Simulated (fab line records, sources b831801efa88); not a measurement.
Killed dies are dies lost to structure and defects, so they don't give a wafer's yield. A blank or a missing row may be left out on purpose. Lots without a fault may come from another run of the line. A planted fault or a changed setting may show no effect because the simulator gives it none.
Which tool did it? | flow sky130 | 13 lots, 39 wafers sampled, at 4 steps of a route of 708

WHAT THE GAUGES READ, wafer by wafer
SKY_POLY_GATE_THK_MEAS_01.
lot  | measured     | on            | POLY_GATE_CVD_00_THK (nm)
L655 | day 15 09:38 | film_metro-01 | 181.1 180.0 179.5
L656 | day 15 09:38 | film_metro-04 | 181.8 181.7 181.2
L657 | day 15 09:41 | film_metro-03 | 180.8 179.1 177.9
L663 | day 16 19:29 | film_metro-03 | 182.5 181.4 182.9
L668 | day 18 10:34 | film_metro-01 | 186.5 183.8 183.2
L669 | day 18 16:31 | film_metro-04 | 181.5 183.8 181.2
L670 | day 19 02:23 | film_metro-04 | 181.4 180.9 178.7
L672 | day 19 23:52 | film_metro-01 | 181.8 181.2 181.6
L673 | day 20 13:55 | film_metro-04 | 182.9 182.4 182.7
L674 | day 20 17:41 | film_metro-01 | 179.3 178.4 178.7
L676 | day 21 12:14 | film_metro-04 | 179.8 181.0 181.6
L677 | day 21 15:20 | film_metro-01 | 180.5 180.7 181.9
L678 | day 22 01:40 | film_metro-01 | 185.0 184.5 183.5

SKY_LDD_HVP_OVL_MEAS_07.
lot  | measured     | on         | LDD_HVP_OVL (nm)
L655 | day 23 00:09 | overlay-01 | -1.1 0.2 1.5
L656 | day 23 03:30 | overlay-01 | -0.7 -2.3 -1.8
L657 | day 23 03:48 | overlay-01 | 0.8 -0.6 -0.5
L663 | day 24 15:11 | overlay-01 | -2.9 -0.7 -2.2
L668 | day 26 03:26 | overlay-01 | -2.4 -2.6 -1.2
L669 | day 26 10:38 | overlay-02 | -1.8 -1.4 -0.2
L670 | day 26 19:28 | overlay-01 | -0.3 -1.3 -2.9
L672 | day 27 16:17 | overlay-02 | -1.4 -0.4 -0.9
L673 | day 28 07:32 | overlay-02 | -0.6 -0.7 2.0
L674 | day 28 07:56 | overlay-02 | 0.1 -1.2 -0.8
L676 | day 29 00:45 | overlay-01 | -2.4 0.5 0.7
L677 | day 29 05:38 | overlay-01 | -0.5 -1.8 -3.2
L678 | day 29 14:13 | overlay-02 | -0.4 0.1 -1.0

WHICH TOOL RAN EACH LOT (tool, then ch and the chambers of the sampled wafers, then the start)
lot  | SKY_POLY_GATE_ETCH_15              | SKY_LDD_HVN_EXPOSE_04
L655 | rie_diel-03 ch 0,1,2, day 17 20:45 | iline_stepper-01 ch 0, day 21 02:46
L656 | rie_diel-03 ch 0,1,3, day 17 21:33 | iline_stepper-01 ch 0, day 21 06:04
L657 | rie_diel-04 ch 0,2,3, day 17 22:10 | iline_stepper-02 ch 0, day 21 06:47
L663 | rie_diel-01 ch 2,3, day 19 11:28   | iline_stepper-01 ch 0, day 22 19:28
L668 | rie_diel-01 ch 0,1,3, day 21 01:25 | iline_stepper-02 ch 0, day 24 08:31
L669 | rie_diel-01 ch 1,2,3, day 21 08:21 | iline_stepper-02 ch 0, day 24 14:11
L670 | rie_diel-04 ch 0,3, day 21 17:46   | iline_stepper-02 ch 0, day 24 23:59
L672 | rie_diel-04 ch 0,1, day 22 14:46   | iline_stepper-02 ch 0, day 25 20:23
L673 | rie_diel-01 ch 0,3, day 23 05:28   | iline_stepper-02 ch 0, day 26 13:05
L674 | rie_diel-03 ch 0,2,3, day 23 08:19 | iline_stepper-02 ch 0, day 26 13:46
L676 | rie_diel-03 ch 1,2, day 24 02:27   | iline_stepper-02 ch 0, day 27 06:19
L677 | rie_diel-01 ch 1,2, day 24 05:45   | iline_stepper-01 ch 0, day 27 10:43
L678 | rie_diel-03 ch 0,2,3, day 24 16:25 | iline_stepper-01 ch 0, day 27 20:41
- SKY_POLY_GATE_ETCH_15: etches BARC in N2/H2, stops on SiO2, time 118.5 s, target depth 110 nm.
- SKY_LDD_HVN_EXPOSE_04: exposes mask HVNTM, target cd 700 nm.

WHAT THE TOOLS THEMSELVES READ (means of the sampled wafers that have a number; where no wafer has one, the mark that the record gives instead)
SKY_POLY_GATE_ETCH_15.
lot  | tool        | drypump_motor_current_A (A) | h2_flow_sccm (sccm) | oes_product_au (a.u.) | throttle_valve_pct (%)
L655 | rie_diel-03 | 5.5                         | 199.5               | 0.714                 | 13.215
L656 | rie_diel-03 | 5.2                         | 200.0               | 0.717                 | 13.216
L657 | rie_diel-04 | 6.1                         | 199.6               | 0.713                 | 13.214
L663 | rie_diel-01 | 5.7                         | 200.2               | 0.717                 | 13.211
L668 | rie_diel-01 | 5.6                         | 200.0               | 0.717                 | 13.206
L669 | rie_diel-01 | 5.7                         | 200.4               | 0.714                 | 13.217
L670 | rie_diel-04 | 6.0                         | 199.6               | 0.711                 | 13.216
L672 | rie_diel-04 | 6.2                         | 199.5               | 0.715                 | 13.215
L673 | rie_diel-01 | 5.6                         | 200.7               | 0.719                 | 13.210
L674 | rie_diel-03 | 5.3                         | 199.3               | 0.721                 | 13.207
L676 | rie_diel-03 | 5.6                         | 200.0               | 0.719                 | 13.214
L677 | rie_diel-01 | 5.9                         | 200.7               | 0.711                 | 13.222
L678 | rie_diel-03 | 5.2                         | 200.1               | 0.710                 | 13.213

THE ANSWER, worked out from the rows above alone
Rule: what is usual is taken from the lots themselves. Put in order of their means at a reading, lots are off if they are a third of the lots or fewer, leave a main group of 4 or more, and stand apart from it by a gap of 3 or more times the standard deviation of the main group's means; of several such gaps the widest counts. A main group whose means are all the same, to the digits that the tables above print for the reading, isn't used. A lot without any number at a reading at which 4 lots or more have one is off too. The other lots that the step has rows for count as sound. The gauges are gone through in route order, then the tools' own readings, and for those a lot's mean is taken as printed above. The first step at which some lot is off is used, and at that step the reading that is off furthest; a lot without a number counts as furthest.
No lot is off at any reading shown: from this, nothing can be told.

WHAT THE SIMULATOR HAD PUT IN
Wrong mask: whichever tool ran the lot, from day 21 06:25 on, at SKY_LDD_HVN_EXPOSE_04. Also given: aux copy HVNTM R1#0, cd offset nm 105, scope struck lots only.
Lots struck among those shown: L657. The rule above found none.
